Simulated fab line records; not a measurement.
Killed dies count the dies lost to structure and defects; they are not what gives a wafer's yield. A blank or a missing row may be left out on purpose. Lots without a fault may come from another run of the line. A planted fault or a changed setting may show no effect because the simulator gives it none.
fab line records    flow gf180mcu
[record] lots = 24  wafers = 72  last-day = 34
route steps=602 shown V1@350 M2@363 V2@397 M3@410
lots that met no fault: from a run of the same line without faults
start-h: start of the lot's first displayed wafer, in hours after the record's first day    wait-h: time in hours since the lot's previous step    " identical to the entry in the row above    L1.1+2: one row covering several wafers at once    - value missing, or start not given    * or withheld: withheld    < > ~ a bound
route shown NAME@n: names a module that has steps shown in the file, with the first one's number in the route    usual: mean and standard deviation over wafers with no fault    same: alike in all rows    chamber/n: place in a boat    sites: per-site readings    _std_site: the standard deviation of these    _edge_site: the outer-site mean with the inner-site mean subtracted    radius-mm: how far each site lies from the wafer's centre    mask NAME#n: copy n    behind: the most recent tool/chamber to have shaped the wafer    hold: the reason the lot was held/the length of the hold in hours/how it ended    device: the transistor (n, p or np) that didn't switch    end of line: tests run on the same wafers once the route is complete    a step with no rows: only its recipe    killed: at the first sort, the dies lost to defects and structure; wafer yield is something else    map: a wafer's dies, marking killed ones x, the rest . and places with no die _
set.NAME: the run value of the setting; set.NAME@STEP: its run value at that earlier step    model.NAME: the simulator's own value behind a step, which no gauge read
one table for each step of the route and one row for each wafer, over a sample of lots
services: when a tool's chamber went out of use (start-h, in hours from the record's first day, below 0 if earlier), for how many hours, and the reason
[[steps]]
[step GF_V1_OVL_MEAS_15]
[usual] V1_OVL = 2/5.6
lot.wafer  tool        chamber  start-h  wait-h  V1_OVL[nm]
L074.1     overlay-01  -        411.40   0.1     -4
L074.2     "           -        "        "       -9
L074.5     "           -        "        "       -12
L075.1     overlay-01  -        415.75   0.1     -4
L075.4     "           -        "        "       -7
L075.6     "           -        "        "       -8
L076.3     overlay-02  -        421.82   0.1     3
L076.4     "           -        "        "       1
L076.5     "           -        "        "       -5
L077.3     overlay-01  -        438.27   0.1     0
L077.5     "           -        "        "       -4
L077.6     "           -        "        "       3
L078.1     overlay-02  -        450.70   0.1     0
L078.5     "           -        "        "       -5
L078.6     "           -        "        "       6
L079.2     overlay-01  -        457.88   0.1     2
L079.4     "           -        "        "       10
L079.5     "           -        "        "       12
L080.2     overlay-01  -        463.33   0.1     7
L080.4     "           -        "        "       4
L080.5     "           -        "        "       3
L081.3     overlay-02  -        486.09   0.1     2
L081.4     "           -        "        "       5
L081.5     "           -        "        "       0
L082.3     overlay-01  -        486.61   0.1     8
L082.4     "           -        "        "       13
L082.6     "           -        "        "       8
L083.1     overlay-02  -        494.11   0.1     3
L083.4     "           -        "        "       4
L083.6     "           -        "        "       8
L084.1     overlay-01  -        504.41   0.1     -1
L084.4     "           -        "        "       0
L084.6     "           -        "        "       2
L085.2     overlay-01  -        514.58   0.1     4
L085.5     "           -        "        "       -1
L085.6     "           -        "        "       0
L086.2     overlay-01  -        521.18   0.1     -5
L086.4     "           -        "        "       5
L086.6     "           -        "        "       -2
L087.2     overlay-02  -        528.96   0.1     10
L087.4     "           -        "        "       6
L087.5     "           -        "        "       6
L088.1     overlay-01  -        535.08   0.1     16
L088.3     "           -        "        "       14
L088.6     "           -        "        "       16
L089.2     overlay-02  -        539.60   0.1     6
L089.3     "           -        "        "       2
L089.5     "           -        "        "       7
L090.1     overlay-02  -        549.99   0.1     1
L090.3     "           -        "        "       9
L090.6     "           -        "        "       -2
L091.3     overlay-01  -        560.69   0.1     8
L091.4     "           -        "        "       -8
L091.5     "           -        "        "       5
L092.1     overlay-02  -        580.36   0.1     3
L092.3     "           -        "        "       3
L092.6     "           -        "        "       9
L093.1     overlay-02  -        589.83   0.1     0
L093.2     "           -        "        "       5
L093.3     "           -        "        "       3
L094.1     overlay-02  -        591.84   0.1     1
L094.2     "           -        "        "       2
L094.3     "           -        "        "       14
L095.4     overlay-02  -        595.81   0.1     1
L095.5     "           -        "        "       4
L095.6     "           -        "        "       1
L096.1     overlay-02  -        600.36   0.1     -2
L096.5     "           -        "        "       -4
L096.6     "           -        "        "       -2
L097.1     overlay-02  -        605.64   0.1     -3
L097.3     "           -        "        "       -1
L097.4     "           -        "        "       -3
[step GF_M2_SPUTTER_01]
[recipe] material = TiN  target-thk-nm = 30  power-w = 6500  time-s = 25  chamber-pressure-pa = 0.4
[usual] throttle-valve-pct = 29.5/1.2
[same] time-s = 25
lot.wafer  tool            chamber  start-h  wait-h  throttle-valve-pct
L074.1     pvd-sputter-03  -        412.98   0.1     30.1
L074.2     "               -        "        "       28.1
L074.5     "               -        "        "       29.5
L075.1     pvd-sputter-01  -        417.24   0.1     27.5
L075.4     "               -        "        "       30.3
L075.6     "               -        "        "       27.7
L076.3     pvd-sputter-01  -        423.33   0.1     27.7
L076.4     "               -        "        "       27.6
L076.5     "               -        "        "       28.6
L077.3     pvd-sputter-01  -        439.75   0.1     28.7
L077.5     "               -        "        "       28.7
L077.6     "               -        "        "       30.6
L078.1     pvd-sputter-03  -        452.53   0.1     27.8
L078.5     "               -        "        "       28.2
L078.6     "               -        "        "       31.3
L079.2     pvd-sputter-04  -        459.71   0.1     29.4
L079.4     "               -        "        "       30.1
L079.5     "               -        "        "       29.4
L080.2     pvd-sputter-04  -        464.82   0.1     30.6
L080.4     "               -        "        "       29.4
L080.5     "               -        "        "       30.7
L081.3     pvd-sputter-03  -        487.60   0.1     31.5
L081.4     "               -        "        "       28.2
L081.5     "               -        "        "       31.4
L082.3     pvd-sputter-01  -        488.10   0.1     28.6
L082.4     "               -        "        "       28.7
L082.6     "               -        "        "       30.2
L083.1     pvd-sputter-01  -        495.64   0.1     28.8
L083.4     "               -        "        "       27.5
L083.6     "               -        "        "       30.4
L084.1     pvd-sputter-03  -        505.93   0.1     31.5
L084.4     "               -        "        "       28.1
L084.6     "               -        "        "       31.4
L085.2     pvd-sputter-01  -        516.10   0.1     27.9
L085.5     "               -        "        "       28.8
L085.6     "               -        "        "       28.6
L086.2     pvd-sputter-04  -        522.67   0.1     29.8
L086.4     "               -        "        "       30.6
L086.6     "               -        "        "       30.9
L087.2     pvd-sputter-04  -        530.48   0.1     30.9
L087.4     "               -        "        "       29.6
L087.5     "               -        "        "       29.5
L088.1     pvd-sputter-01  -        536.57   0.1     28.6
L088.3     "               -        "        "       27.8
L088.6     "               -        "        "       28.7
L089.2     pvd-sputter-04  -        541.08   0.1     29.2
L089.3     "               -        "        "       30.0
L089.5     "               -        "        "       30.6
L090.1     pvd-sputter-01  -        551.58   0.1     30.3
L090.3     "               -        "        "       28.6
L090.6     "               -        "        "       27.4
L091.3     pvd-sputter-03  -        562.17   0.1     29.4
L091.4     "               -        "        "       30.1
L091.5     "               -        "        "       30.2
L092.1     pvd-sputter-03  -        581.85   0.1     28.1
L092.3     "               -        "        "       30.0
L092.6     "               -        "        "       29.9
L093.1     pvd-sputter-04  -        591.32   0.1     30.6
L093.2     "               -        "        "       29.6
L093.3     "               -        "        "       30.9
L094.1     pvd-sputter-03  -        593.34   0.1     30.3
L094.2     "               -        "        "       28.2
L094.3     "               -        "        "       31.7
L095.4     pvd-sputter-03  -        597.28   0.1     29.4
L095.5     "               -        "        "       28.2
L095.6     "               -        "        "       30.2
L096.1     pvd-sputter-01  -        601.90   0.1     28.5
L096.5     "               -        "        "       27.4
L096.6     "               -        "        "       30.5
L097.1     pvd-sputter-03  -        607.13   0.1     28.1
L097.3     "               -        "        "       30.4
L097.4     "               -        "        "       29.6
[step GF_M2_SPUTTER_04]
[recipe] material = TiN  target-thk-nm = 50  power-w = 6500  time-s = 41.7  chamber-pressure-pa = 0.4
[usual] throttle-valve-pct = 29.5/1.2
[same] time-s = 41.7
lot.wafer  tool            chamber  start-h  wait-h  throttle-valve-pct
L074.1     pvd-sputter-03  -        413.06   0.0     30.0
L074.2     "               -        "        "       27.9
L074.5     "               -        "        "       29.6
L075.1     pvd-sputter-01  -        417.32   0.0     27.5
L075.4     "               -        "        "       30.2
L075.6     "               -        "        "       27.7
L076.3     pvd-sputter-01  -        423.41   0.0     27.7
L076.4     "               -        "        "       27.8
L076.5     "               -        "        "       28.5
L077.3     pvd-sputter-01  -        439.83   0.0     28.5
L077.5     "               -        "        "       28.6
L077.6     "               -        "        "       30.3
L078.1     pvd-sputter-03  -        452.61   0.0     28.1
L078.5     "               -        "        "       27.8
L078.6     "               -        "        "       31.5
L079.2     pvd-sputter-04  -        459.79   0.0     29.9
L079.4     "               -        "        "       30.2
L079.5     "               -        "        "       29.3
L080.2     pvd-sputter-04  -        464.90   0.0     30.8
L080.4     "               -        "        "       29.4
L080.5     "               -        "        "       30.9
L081.3     pvd-sputter-03  -        487.68   0.0     31.3
L081.4     "               -        "        "       28.2
L081.5     "               -        "        "       31.6
L082.3     pvd-sputter-01  -        488.18   0.0     28.6
L082.4     "               -        "        "       28.8
L082.6     "               -        "        "       30.5
L083.1     pvd-sputter-01  -        495.72   0.0     28.7
L083.4     "               -        "        "       27.3
L083.6     "               -        "        "       30.5
L084.1     pvd-sputter-03  -        506.01   0.0     31.5
L084.4     "               -        "        "       28.1
L084.6     "               -        "        "       31.7
L085.2     pvd-sputter-01  -        516.18   0.0     27.7
L085.5     "               -        "        "       28.7
L085.6     "               -        "        "       28.8
L086.2     pvd-sputter-04  -        522.75   0.0     29.8
L086.4     "               -        "        "       30.5
L086.6     "               -        "        "       30.8
L087.2     pvd-sputter-04  -        530.56   0.0     30.7
L087.4     "               -        "        "       29.5
L087.5     "               -        "        "       29.3
L088.1     pvd-sputter-01  -        536.65   0.0     28.4
L088.3     "               -        "        "       27.7
L088.6     "               -        "        "       28.4
L089.2     pvd-sputter-04  -        541.17   0.0     29.4
L089.3     "               -        "        "       30.1
L089.5     "               -        "        "       30.7
L090.1     pvd-sputter-01  -        551.66   0.0     30.4
L090.3     "               -        "        "       28.9
L090.6     "               -        "        "       27.7
L091.3     pvd-sputter-03  -        562.26   0.0     29.5
L091.4     "               -        "        "       30.1
L091.5     "               -        "        "       29.8
L092.1     pvd-sputter-03  -        581.93   0.0     28.2
L092.3     "               -        "        "       30.0
L092.6     "               -        "        "       30.3
L093.1     pvd-sputter-04  -        591.40   0.0     30.8
L093.2     "               -        "        "       29.4
L093.3     "               -        "        "       30.9
L094.1     pvd-sputter-03  -        593.42   0.0     30.0
L094.2     "               -        "        "       28.1
L094.3     "               -        "        "       31.2
L095.4     pvd-sputter-03  -        597.37   0.0     29.5
L095.5     "               -        "        "       28.2
L095.6     "               -        "        "       30.2
L096.1     pvd-sputter-01  -        601.98   0.0     28.6
L096.5     "               -        "        "       27.6
L096.6     "               -        "        "       30.6
L097.1     pvd-sputter-03  -        607.22   0.0     28.0
L097.3     "               -        "        "       30.1
L097.4     "               -        "        "       29.6
[step GF_V2_OVL_MEAS_15]
[usual] V2_OVL = 4/3.9
lot.wafer  tool        chamber  start-h  wait-h  V2_OVL[nm]
L074.1     overlay-02  -        462.93   0.1     9
L074.2     "           -        "        "       4
L074.5     "           -        "        "       7
L075.1     overlay-02  -        466.83   0.1     3
L075.4     "           -        "        "       1
L075.6     "           -        "        "       -3
L076.3     overlay-02  -        473.37   0.1     1
L076.4     "           -        "        "       1
L076.5     "           -        "        "       7
L077.3     overlay-01  -        490.09   0.1     4
L077.5     "           -        "        "       1
L077.6     "           -        "        "       0
L078.1     overlay-02  -        501.53   0.1     2
L078.5     "           -        "        "       -1
L078.6     "           -        "        "       -1
L079.2     overlay-01  -        510.43   0.1     11
L079.4     "           -        "        "       11
L079.5     "           -        "        "       6
L080.2     overlay-02  -        514.48   0.1     3
L080.4     "           -        "        "       2
L080.5     "           -        "        "       1
L081.3     overlay-02  -        535.59   0.1     3
L081.4     "           -        "        "       -1
L081.5     "           -        "        "       -11
L082.3     overlay-02  -        536.27   0.1     1
L082.4     "           -        "        "       3
L082.6     "           -        "        "       8
L083.1     overlay-01  -        543.73   0.1     3
L083.4     "           -        "        "       6
L083.6     "           -        "        "       1
L084.1     overlay-02  -        552.61   0.1     10
L084.4     "           -        "        "       8
L084.6     "           -        "        "       3
L085.2     overlay-01  -        562.01   0.1     2
L085.5     "           -        "        "       6
L085.6     "           -        "        "       4
L086.2     overlay-01  -        568.66   0.1     6
L086.4     "           -        "        "       5
L086.6     "           -        "        "       1
L087.2     overlay-02  -        575.98   0.1     4
L087.4     "           -        "        "       -2
L087.5     "           -        "        "       2
L088.1     overlay-02  -        580.93   0.1     4
L088.3     "           -        "        "       5
L088.6     "           -        "        "       4
L089.2     overlay-02  -        586.97   0.1     7
L089.3     "           -        "        "       7
L089.5     "           -        "        "       5
L090.1     overlay-02  -        594.73   0.1     12
L090.3     "           -        "        "       8
L090.6     "           -        "        "       1
L091.3     overlay-02  -        606.37   0.1     8
L091.4     "           -        "        "       6
L091.5     "           -        "        "       13
L092.1     overlay-01  -        625.36   0.1     6
L092.3     "           -        "        "       2
L092.6     "           -        "        "       0
L093.1     overlay-02  -        634.87   0.1     7
L093.2     "           -        "        "       10
L093.3     "           -        "        "       6
L094.1     overlay-02  -        636.28   0.1     7
L094.2     "           -        "        "       5
L094.3     "           -        "        "       5
L095.4     overlay-02  -        639.69   0.1     6
L095.5     "           -        "        "       3
L095.6     "           -        "        "       3
L096.1     overlay-02  -        644.03   0.1     7
L096.5     "           -        "        "       6
L096.6     "           -        "        "       7
L097.1     overlay-01  -        648.92   0.1     0
L097.3     "           -        "        "       -1
L097.4     "           -        "        "       5
[step GF_V2_CVD_23]
[recipe] material = W  target-thk-nm = 350  time-s = 104.94  temp-c = 400  pressure-torr = 40
[usual] chamber-pressure-Torr = 39.99/0.083  heater-power-w = 912/100
[same] time-s = 104.94
lot.wafer  tool      chamber  start-h  wait-h  chamber-pressure-Torr  heater-power-w
L074.1     cvd-w-01  0        463.74   0.0     39.95                  881
L074.2     "         1        "        "       39.94                  1013
L074.5     "         1        "        "       40.05                  998
L075.1     cvd-w-01  0        467.63   0.0     40.01                  858
L075.4     "         0        "        "       39.91                  879
L075.6     "         1        "        "       39.94                  1016
L076.3     cvd-w-02  1        474.19   0.1     40.06                  737
L076.4     "         0        "        "       40.09                  958
L076.5     "         0        "        "       40.02                  971
L077.3     cvd-w-02  1        490.98   0.1     40.01                  740
L077.5     "         1        "        "       40.01                  750
L077.6     "         0        "        "       39.94                  971
L078.1     cvd-w-02  0        502.40   0.0     39.92                  975
L078.5     "         0        "        "       40.02                  934
L078.6     "         1        "        "       40.07                  752
L079.2     cvd-w-02  1        511.24   0.0     40.14                  754
L079.4     "         0        "        "       39.99                  963
L079.5     "         0        "        "       39.92                  931
L080.2     cvd-w-01  1        515.27   0.0     40.04                  1048
L080.4     "         0        "        "       39.94                  889
L080.5     "         0        "        "       40.00                  875
L081.3     cvd-w-01  0        536.44   0.1     40.08                  868
L081.4     "         1        "        "       40.14                  1011
L081.5     "         0        "        "       39.89                  872
L082.3     cvd-w-02  1        537.10   0.1     39.98                  764
L082.4     "         0        "        "       40.00                  953
L082.6     "         0        "        "       39.92                  977
L083.1     cvd-w-02  0        544.52   0.0     40.06                  968
L083.4     "         1        "        "       39.91                  751
L083.6     "         1        "        "       39.93                  743
L084.1     cvd-w-01  0        553.44   0.0     40.14                  884
L084.4     "         0        "        "       40.05                  855
L084.6     "         0        "        "       40.08                  858
L085.2     cvd-w-02  1        562.80   0.0     40.01                  741
L085.5     "         1        "        "       39.94                  738
L085.6     "         0        "        "       40.07                  976
L086.2     cvd-w-01  1        569.45   0.0     40.05                  1033
L086.4     "         0        "        "       40.10                  871
L086.6     "         1        "        "       40.13                  1039
L087.2     cvd-w-02  1        576.78   0.0     39.98                  742
L087.4     "         1        "        "       39.97                  755
L087.5     "         0        "        "       39.97                  962
L088.1     cvd-w-02  0        581.73   0.0     39.90                  940
L088.3     "         0        "        "       39.80                  963
L088.6     "         0        "        "       39.99                  960
L089.2     cvd-w-01  0        587.77   0.0     39.98                  884
L089.3     "         1        "        "       39.94                  1013
L089.5     "         0        "        "       40.14                  867
L090.1     cvd-w-01  1        595.56   0.0     40.00                  1061
L090.3     "         0        "        "       40.05                  873
L090.6     "         0        "        "       39.93                  891
L091.3     cvd-w-01  1        607.19   0.1     39.92                  1020
L091.4     "         0        "        "       39.89                  870
L091.5     "         1        "        "       39.98                  1036
L092.1     cvd-w-01  1        626.15   0.0     40.02                  1034
L092.3     "         1        "        "       39.92                  1022
L092.6     "         0        "        "       39.84                  868
L093.1     cvd-w-01  0        635.66   0.0     39.93                  869
L093.2     "         1        "        "       40.00                  1041
L093.3     "         0        "        "       39.96                  895
L094.1     cvd-w-02  0        637.08   0.0     39.99                  984
L094.2     "         1        "        "       40.07                  747
L094.3     "         0        "        "       39.90                  953
L095.4     cvd-w-02  0        640.59   0.1     40.12                  1002
L095.5     "         0        "        "       40.08                  971
L095.6     "         0        "        "       39.99                  988
L096.1     cvd-w-02  0        644.83   0.0     40.00                  983
L096.5     "         0        "        "       39.98                  982
L096.6     "         0        "        "       39.88                  955
L097.1     cvd-w-01  0        649.77   0.0     39.89                  890
L097.3     "         1        "        "       40.14                  1020
L097.4     "         0        "        "       40.00                  850
[step GF_M3_SPUTTER_01]
[recipe] material = TiN  target-thk-nm = 30  power-w = 6500  time-s = 25  chamber-pressure-pa = 0.4
[usual] throttle-valve-pct = 29.6/1.1
[same] time-s = 25
lot.wafer  tool            chamber  start-h  wait-h  throttle-valve-pct
L074.1     pvd-sputter-02  -        464.43   0.1     29.8
L074.2     "               -        "        "       31.6
L074.5     "               -        "        "       29.6
L075.1     pvd-sputter-03  -        468.32   0.1     30.1
L075.4     "               -        "        "       31.4
L075.6     "               -        "        "       31.5
L076.3     pvd-sputter-01  -        474.85   0.1     28.5
L076.4     "               -        "        "       28.9
L076.5     "               -        "        "       27.9
L077.3     pvd-sputter-03  -        491.63   0.1     30.2
L077.5     "               -        "        "       29.5
L077.6     "               -        "        "       30.0
L078.1     pvd-sputter-01  -        503.09   0.1     28.6
L078.5     "               -        "        "       30.5
L078.6     "               -        "        "       28.9
L079.2     pvd-sputter-01  -        511.93   0.1     28.3
L079.4     "               -        "        "       27.5
L079.5     "               -        "        "       27.8
L080.2     pvd-sputter-02  -        515.97   0.1     30.2
L080.4     "               -        "        "       31.4
L080.5     "               -        "        "       31.4
L081.3     pvd-sputter-03  -        537.17   0.1     28.2
L081.4     "               -        "        "       29.8
L081.5     "               -        "        "       29.7
L082.3     pvd-sputter-01  -        537.76   0.1     27.3
L082.4     "               -        "        "       30.2
L082.6     "               -        "        "       28.7
L083.1     pvd-sputter-02  -        545.22   0.1     30.0
L083.4     "               -        "        "       31.4
L083.6     "               -        "        "       31.4
L084.1     pvd-sputter-02  -        554.13   0.1     29.8
L084.4     "               -        "        "       29.5
L084.6     "               -        "        "       29.5
L085.2     pvd-sputter-02  -        563.50   0.1     31.4
L085.5     "               -        "        "       29.5
L085.6     "               -        "        "       31.5
L086.2     pvd-sputter-03  -        570.15   0.1     28.2
L086.4     "               -        "        "       29.8
L086.6     "               -        "        "       30.0
L087.2     pvd-sputter-01  -        577.47   0.1     28.5
L087.4     "               -        "        "       27.3
L087.5     "               -        "        "       28.8
L088.1     pvd-sputter-01  -        582.43   0.1     30.6
L088.3     "               -        "        "       27.7
L088.6     "               -        "        "       27.5
L089.2     pvd-sputter-02  -        588.46   0.1     29.4
L089.3     "               -        "        "       29.8
L089.5     "               -        "        "       30.5
L090.1     pvd-sputter-01  -        596.25   0.1     28.6
L090.3     "               -        "        "       30.9
L090.6     "               -        "        "       27.9
L091.3     pvd-sputter-01  -        607.85   0.1     28.6
L091.4     "               -        "        "       27.7
L091.5     "               -        "        "       30.4
L092.1     pvd-sputter-01  -        626.85   0.1     30.0
L092.3     "               -        "        "       28.7
L092.6     "               -        "        "       28.8
L093.1     pvd-sputter-03  -        636.36   0.1     31.4
L093.2     "               -        "        "       30.2
L093.3     "               -        "        "       28.1
L094.1     pvd-sputter-03  -        637.77   0.1     29.6
L094.2     "               -        "        "       31.1
L094.3     "               -        "        "       30.2
L095.4     pvd-sputter-03  -        641.28   0.1     29.9
L095.5     "               -        "        "       29.8
L095.6     "               -        "        "       31.3
L096.1     pvd-sputter-02  -        645.63   0.1     29.6
L096.5     "               -        "        "       30.0
L096.6     "               -        "        "       31.4
L097.1     pvd-sputter-03  -        650.46   0.1     29.6
L097.3     "               -        "        "       29.9
L097.4     "               -        "        "       29.8
[[services]]
tool            chamber  start-h  hours  kind
cvd-w-02        -        390.00   14.0   pm
pvd-sputter-03  -        393.39   8.6    repair
pvd-sputter-01  -        401.74   0.9    repair
pvd-sputter-03  -        402.74   4.4    repair
pvd-sputter-01  0        414.50   -      consumable-replace:kit
pvd-sputter-01  0        414.50   18.0   scheduled-down
pvd-sputter-01  0        414.50   18.0   vent-cycle
pvd-sputter-02  -        420.35   2.8    repair
cvd-w-01        -        423.15   0.6    repair
cvd-w-02        -        466.49   6.0    pm
pvd-sputter-02  -        477.57   0.7    repair
cvd-w-01        -        490.58   0.6    repair
pvd-sputter-01  -        528.28   6.5    repair
cvd-w-01        1        542.70   4.4    repair
cvd-w-01        -        543.74   1.5    repair
pvd-sputter-04  -        544.21   2.5    repair
pvd-sputter-03  -        546.44   6.0    repair
cvd-w-02        -        566.77   2.3    repair
pvd-sputter-02  -        570.16   2.9    repair
pvd-sputter-02  -        584.92   3.3    repair
cvd-w-02        -        598.60   6.9    pm
cvd-w-01        -        620.33   0.5    repair
pvd-sputter-01  -        638.24   4.0    repair
cvd-w-02        1        638.82   8.4    repair
[[key]]
fault none
